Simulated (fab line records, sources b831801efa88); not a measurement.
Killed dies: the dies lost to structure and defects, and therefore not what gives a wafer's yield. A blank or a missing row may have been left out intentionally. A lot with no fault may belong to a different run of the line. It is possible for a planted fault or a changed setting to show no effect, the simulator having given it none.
Which tool did it? | flow sky130 | 12 lots with 36 wafers sampled at 3 steps, on a route of 708 steps

WHAT THE GAUGES SHOWED, per wafer
SKY_CONTACT_THK_MEAS_01.
lot  | measured     | on            | CONTACT_CVD_00_THK (nm)
L614 | day 30 17:17 | film metro-03 | 74.4 74.8 76.0
L615 | day 30 18:23 | film metro-01 | 73.8 75.5 75.8
L616 | day 31 06:22 | film metro-03 | 75.9 75.8 76.4
L622 | day 33 00:09 | film metro-01 | 74.6 75.5 77.2
L621 | day 33 01:20 | film metro-01 | 72.3 73.6 74.3
L625 | day 33 23:14 | film metro-03 | 76.6 75.9 77.0
L624 | day 34 00:31 | film metro-01 | 73.0 73.4 73.3
L626 | day 34 03:49 | film metro-03 | 74.7 75.9 76.1
L629 | day 35 05:29 | film metro-02 | 73.6 75.2 74.7
L633 | day 37 00:16 | film metro-02 | 72.3 73.2 73.3
L634 | day 37 01:07 | film metro-01 | 73.5 74.3 74.9
L635 | day 37 05:35 | film metro-03 | 75.5 74.3 75.7

SKY_CONTACT_RS_MEAS_25: measurement is done with a four-point probe.
lot  | measured     | on            | CONTACT_W_RS (ohm/sq)
L614 | day 31 22:43 | film metro-01 | 0.345 0.351 0.347
L615 | day 32 00:42 | film metro-01 | 0.337 0.338 0.339
L616 | day 32 11:31 | film metro-03 | 0.344 0.343 0.344
L622 | day 34 05:19 | film metro-01 | 0.341 0.336 0.342
L621 | day 34 05:24 | film metro-02 | 0.338 0.337 0.339
L625 | day 35 03:22 | film metro-01 | 0.343 0.342 0.342
L624 | day 35 04:47 | film metro-02 | 0.336 0.335 0.338
L626 | day 35 07:35 | film metro-03 | 0.339 0.341 0.339
L629 | day 36 09:02 | film metro-01 | 0.341 0.348 0.339
L633 | day 38 04:21 | film metro-03 | 0.338 0.342 0.343
L634 | day 38 04:41 | film metro-02 | 0.346 0.338 0.346
L635 | day 38 08:08 | film metro-02 | 0.336 0.335 0.336

WHICH TOOL RAN EACH LOT (tool, then ch and the chambers of the sampled wafers, then the start)
lot  | SKY_CONTACT_SPUTTER_23
L614 | pvd sputter-03, day 31 22:31
L615 | pvd sputter-01, day 32 00:32
L616 | pvd sputter-04, day 32 11:20
L622 | pvd sputter-03, day 34 05:06
L621 | pvd sputter-01, day 34 05:14
L625 | pvd sputter-03, day 35 03:10
L624 | pvd sputter-01, day 35 04:37
L626 | pvd sputter-01, day 35 07:25
L629 | pvd sputter-01, day 36 08:52
L633 | pvd sputter-01, day 38 04:11
L634 | pvd sputter-03, day 38 04:30
L635 | pvd sputter-03, day 38 07:56
- SKY_CONTACT_SPUTTER_23: material TiN, target thk 20 nm, time 80 s.

WHAT THE TOOLS THEMSELVES READ (means of the sampled wafers that have a number; where no wafer has one, the mark that the record gives instead)
SKY_CONTACT_SPUTTER_23.
lot  | tool           | cathode dc power W (W) | chamber pressure pa (Pa) | throttle valve pct (%)
L614 | pvd sputter-03 | 4000.4                 | 5.001                    | 29.2
L615 | pvd sputter-01 | 4000.0                 | 4.999                    | 31.3
L616 | pvd sputter-04 | 4000.4                 | 4.995                    | 30.0
L622 | pvd sputter-03 | 4000.0                 | 5.003                    | 29.4
L621 | pvd sputter-01 | 4000.3                 | 5.005                    | 32.0
L625 | pvd sputter-03 | 3999.8                 | 4.997                    | 29.3
L624 | pvd sputter-01 | 3999.6                 | 5.004                    | 31.3
L626 | pvd sputter-01 | 4000.0                 | 4.991                    | 32.3
L629 | pvd sputter-01 | 3999.5                 | 4.992                    | 32.4
L633 | pvd sputter-01 | 4000.0                 | 5.001                    | 31.2
L634 | pvd sputter-03 | 4000.7                 | 4.990                    | 29.3
L635 | pvd sputter-03 | 3999.7                 | 5.000                    | 29.5

THE ANSWER, worked out from the rows above alone
Rule: the usual values come from the lots themselves. The widest of any qualifying gaps counts: lots, ordered by their means at a reading, are off when they make up no more than a third of the lots, leave a main group of 4 or more, and stand apart from it by 3 or more times the standard deviation of that group's means. The tables above print the reading to a certain number of digits; a main group whose means all agree to those digits is not used. A lot without any number at a reading at which 4 lots or more have one is off too. The other lots that the step has rows for count as sound. First the gauges in route order, then the tools' own readings, where a lot's mean is used as printed above. At the first step where some lot is off, the reading lying furthest off is the one used; lots without a number count as furthest.
None of the lots is off at any reading shown; this tells nothing.

WHAT THE SIMULATOR HAD INSERTED
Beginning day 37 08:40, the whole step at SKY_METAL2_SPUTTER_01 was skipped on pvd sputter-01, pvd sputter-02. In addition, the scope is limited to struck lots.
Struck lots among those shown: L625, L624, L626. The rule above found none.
